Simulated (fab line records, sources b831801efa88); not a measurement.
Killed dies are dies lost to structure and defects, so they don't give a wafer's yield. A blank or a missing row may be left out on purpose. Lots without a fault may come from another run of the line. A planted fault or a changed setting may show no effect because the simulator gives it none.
A struck lot beside a sound one | flow gf180mcu | 14 steps out of a route of 602
Sound: wafers L589.2, L589.3, L589.4. Struck: wafers L602.3, L602.4, L602.5. The cause comes at the end.
At each step with rows: each side's tool, then ch and its chambers, then its first start. Under that, the readings that differ: sound wafers | struck wafers | difference of the means | sigmas: that difference in standard deviations of wafers without a fault.
alike: readings whose means differ by less than 2 such deviations, and words and numbers that are the same on both sides. not compared: withheld readings, readings that some wafer has no value for, bounds like >300 that may hide the same value, and numbers for which the record gives no deviation and whose values overlap.
The two part at a step that has a row with sigmas, a row that says differs or no value, or rows on one side only. Numbers that don't overlap but have no deviation are shown without sigmas and don't part them. A reading that every wafer of one side lacks parts them only if that side has two wafers or more.

first, 1 step without rows for these wafers: GF_LVPWELL_DEVELOP_06 (develop time 60 s).
GF_LVPWELL_OVL_MEAS_07:
  sound on overlay-02, day 3 21:22; struck on overlay-02, day 6 22:58
  alike: LVPWELL_OVL
then, 2 steps without rows for these wafers: GF_LVPWELL_IMPLANT_08; GF_LVPWELL_IMPLANT_09.
GF_LVPWELL_STRIP_10: strips in O2/N2.
  sound on plasma_asher-04 ch 0,1, day 3 21:41; struck on plasma_asher-04 ch 0,1, day 6 23:19
  alike: drypump_motor_current_A, heater_power_w, n2_flow_sccm, oes_product_au, strip_time_to_endpoint_s
  not compared: rf_hours_counter_h
GF_LVPWELL_TW_MEAS_11:
  sound on film_metro-01, day 3 21:48; struck on film_metro-01, day 6 23:25
  alike: LVPWELL_TW
then, 6 steps without rows for these wafers: GF_MVSD_DEHYDRATE_00 (time 60 s); GF_MVSD_HMDS_01 (prime time 60 s); GF_MVSD_COAT_02 (resist thk 3000 nm); GF_MVSD_SOFTBAKE_03; GF_MVSD_EXPOSE_04 (exposes mask MVSD, target cd 1000 nm); GF_MVSD_PEB_05.
GF_MVSD_DEVELOP_06: develop time 60 s.
  sound on litho_track-01 ch 0, day 4 11:00; struck on litho_track-04, day 7 15:00
  no value came back on the struck wafers for chill_plate_temp_C (C), develop_time_s (s), developer_temp_C (C), resist_line_temp_C (C); on the sound wafers chill_plate_temp_C (C) reads 23.13 23.14 23.09
GF_MVSD_OVL_MEAS_07:
  sound on overlay-01, day 4 11:10; struck on overlay-01, day 7 15:16
  reading       | sound         | struck | difference                    | sigmas
  MVSD_OVL (nm) | -0.7 1.4 -0.7 | - - -  | no value on the struck wafers |

WHERE THEY PART
First at GF_MVSD_DEVELOP_06; last, within this record, at GF_MVSD_OVL_MEAS_07.

WHY: what the simulator had put in
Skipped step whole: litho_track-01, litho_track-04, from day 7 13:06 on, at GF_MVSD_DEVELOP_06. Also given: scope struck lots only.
